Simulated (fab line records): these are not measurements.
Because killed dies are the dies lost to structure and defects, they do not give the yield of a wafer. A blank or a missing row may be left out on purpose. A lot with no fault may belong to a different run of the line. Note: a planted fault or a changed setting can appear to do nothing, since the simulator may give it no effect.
The tool behind it: which one? -- flow gf180mcu -- 42 wafers from 14 lots sampled at 5 of the route's 602 steps

WHAT THE GAUGES READ, wafer by wafer
GF_POLY_GATE_CD_MEAS_18. Usual: 280.0 nm for cdNm, sd 1.7.
lot,measured,on,cdNm (nm),flag
L770,day 9 17:15,cdSem-01,283.6 280.8 281.6,
L772,day 10 00:18,cdSem-01,279.9 279.4 275.6,
L774,day 10 18:51,cdSem-01,278.8 281.9 280.9,
L775,day 11 01:38,cdSem-02,277.4 281.0 279.0,
L776,day 11 06:43,cdSem-01,285.0 283.1 280.5,
L777,day 11 20:30,cdSem-02,280.5 280.5 279.1,
L778,day 12 03:34,cdSem-02,280.4 277.5 279.2,
L779,day 12 07:17,cdSem-01,278.7 280.1 278.9,
L781,day 12 23:25,cdSem-02,282.4 279.1 280.7,
L783,day 14 00:51,cdSem-01,280.7 280.4 278.4,
L784,day 14 00:51,cdSem-02,283.2 279.0 280.6,
L790,day 15 11:13,cdSem-01,280.0 280.9 281.0,
L791,day 16 03:34,cdSem-02,279.2 278.2 278.8,
L792,day 16 09:03,cdSem-01,280.1 282.3 281.2,

GF_HV_LDD_CD_MEAS_31: the cd target is 400 nm. Usual: 400.8 nm for cdNm, sd 2.
lot,measured,on,cdNm (nm),flag
L770,day 11 23:38,cdSem-02,403.3 402.2 403.5,
L772,day 12 08:16,cdSem-02,398.9 397.5 399.7,
L774,day 13 03:35,cdSem-02,399.1 400.8 402.5,
L775,day 13 11:55,cdSem-01,397.4 398.8 398.5,
L776,day 13 17:16,cdSem-01,401.9 400.7 400.2,
L777,day 14 08:04,cdSem-02,399.6 400.1 399.9,
L778,day 14 15:13,cdSem-01,401.5 401.0 404.0,
L779,day 14 20:07,cdSem-01,400.2 398.8 400.7,
L781,day 15 15:22,cdSem-02,401.3 402.9 399.6,
L783,day 16 17:50,cdSem-01,399.0 397.3 401.2,
L784,day 16 16:20,cdSem-01,398.1 396.2 395.6,
L790,day 18 07:24,cdSem-02,403.7 401.9 401.4,
L791,day 19 00:40,cdSem-02,400.7 399.8 398.6,
L792,day 19 08:10,cdSem-01,404.7 402.9 402.5,

GF_NSD_OVL_MEAS_08. Usual: NSD_OVL typically reads 0.2 nm, with standard deviation 1.5.
lot,measured,on,NSD_OVL (nm),flag
L770,day 13 18:55,overlay-01,0.8 1.0 1.1,
L772,day 14 04:38,overlay-01,1.8 0.6 1.3,
L774,day 15 01:26,overlay-02,2.0 1.3 2.0,
L775,day 15 11:17,overlay-02,-3.2 -4.1 -3.9,
L776,day 15 15:46,overlay-02,-1.3 -0.1 0.7,
L777,day 16 08:14,overlay-01,-0.1 0.7 2.7,
L778,day 16 15:08,overlay-01,0.5 1.0 0.5,
L779,day 16 18:46,overlay-02,-2.1 -1.4 -2.7,
L781,day 17 15:56,overlay-01,0.5 0.9 -0.4,
L783,day 18 20:55,overlay-02,-0.6 -1.1 -1.4,
L784,day 18 18:55,overlay-02,-0.5 0.8 0.3,
L790,day 20 12:04,overlay-01,-95.7 -94.4 -95.7,OFF
L791,day 21 04:37,overlay-02,-96.5 -93.3 -95.2,OFF
L792,day 21 12:31,overlay-02,3.0 3.5 3.3,

GF_NSD_TW_MEAS_12. Usual: NSD_TW typically reads 4235, with standard deviation 27.
lot,measured,on,NSD_TW,flag
L770,day 13 19:22,filmMetro-03,4203 4233 4217,
L772,day 14 05:04,filmMetro-03,4210 4194 4212,
L774,day 15 01:52,filmMetro-04,4219 4257 4252,
L775,day 15 11:44,filmMetro-02,4202 4197 4208,
L776,day 15 16:12,filmMetro-03,4203 4242 4205,
L777,day 16 08:40,filmMetro-04,4255 4274 4280,
L778,day 16 15:35,filmMetro-03,4233 4233 4205,
L779,day 16 19:12,filmMetro-02,4221 4214 4202,
L781,day 17 16:22,filmMetro-03,4225 4230 4200,
L783,day 18 21:22,filmMetro-03,4208 4233 4236,
L784,day 18 19:22,filmMetro-03,4213 4244 4215,
L790,day 20 12:31,filmMetro-04,4261 4260 4280,
L791,day 21 05:03,filmMetro-03,4232 4224 4235,
L792,day 21 12:58,filmMetro-03,4204 4236 4215,

WHAT TOOL EACH LOT RAN ON (gives the tool, then ch and the chambers of the sampled wafers, and finally the start)
lot,GF_NSD_EXPOSE_04
L770,"ilineStepper-01 ch 0, day 13 08:50"
L772,"ilineStepper-02 ch 0, day 13 18:17"
L774,"ilineStepper-01 ch 0, day 14 14:37"
L775,"ilineStepper-02 ch 0, day 15 00:50"
L776,"ilineStepper-01 ch 0, day 15 05:28"
L777,"ilineStepper-01 ch 0, day 15 21:04"
L778,"ilineStepper-02 ch 0, day 16 04:01"
L779,"ilineStepper-01 ch 0, day 16 07:49"
L781,"ilineStepper-02 ch 0, day 17 04:38"
L783,"ilineStepper-01 ch 0, day 18 09:23"
L784,"ilineStepper-02 ch 0, day 18 07:07"
L790,"ilineStepper-01 ch 0, day 19 23:58"
L791,"ilineStepper-01 ch 0, day 20 16:52"
L792,"ilineStepper-02 ch 0, day 21 00:32"
- GF_NSD_EXPOSE_04: exposes mask Nplus, target cd 400 nm.

AS READ BY THE TOOLS THEMSELVES (means over the sampled wafers that have a number; for cases with no such wafer, the mark the record gives instead)
GF_NSD_EXPOSE_04. Usual: stageVelMmS 500.00 mm/s, standard deviation 0.28.
lot,tool,stageVelMmS (mm/s),flag
L770,ilineStepper-01,500.34,
L772,ilineStepper-02,500.03,
L774,ilineStepper-01,499.86,
L775,ilineStepper-02,500.04,
L776,ilineStepper-01,500.03,
L777,ilineStepper-01,499.97,
L778,ilineStepper-02,500.08,
L779,ilineStepper-01,500.10,
L781,ilineStepper-02,499.75,
L783,ilineStepper-01,499.71,
L784,ilineStepper-02,499.67,
L790,ilineStepper-01,499.60,
L791,ilineStepper-01,500.37,
L792,ilineStepper-02,500.31,

THE ANSWER, worked out from the rows above alone
Rule: take the mean of a lot's wafers that have a number; if it is more than 3 standard deviations from the usual mean, the lot is off. A lot without any number at a reading at which 4 lots or more have one is off too. The other lots that the step has rows for count as sound. First the gauges in route order, then the tools' own readings, where a lot's mean is used as printed above. At the first step where some lot is off, the reading lying furthest off is the one used; lots without a number count as furthest.
Off: L790, L791, at GF_NSD_OVL_MEAS_08 (NSD_OVL).
A tool fits if, at a process step before that reading, it ran every lot that is off, and no sound lot after the first of them. The gauges at GF_NSD_OVL_MEAS_08 are tried like those tools. One fits: GF_NSD_EXPOSE_04 on ilineStepper-01. A fault onset in the window from L783 (day 18 09:23, its last sound lot) to L790 (day 19 23:58, its first lot off) fits.

WHAT WAS PUT IN BY THE SIMULATOR
Scanner matching overlay: ilineStepper-01, from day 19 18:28 on, at GF_NSD_EXPOSE_04. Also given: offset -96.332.
Shown lots that were struck: L790, L791. The same result came from the rule above.
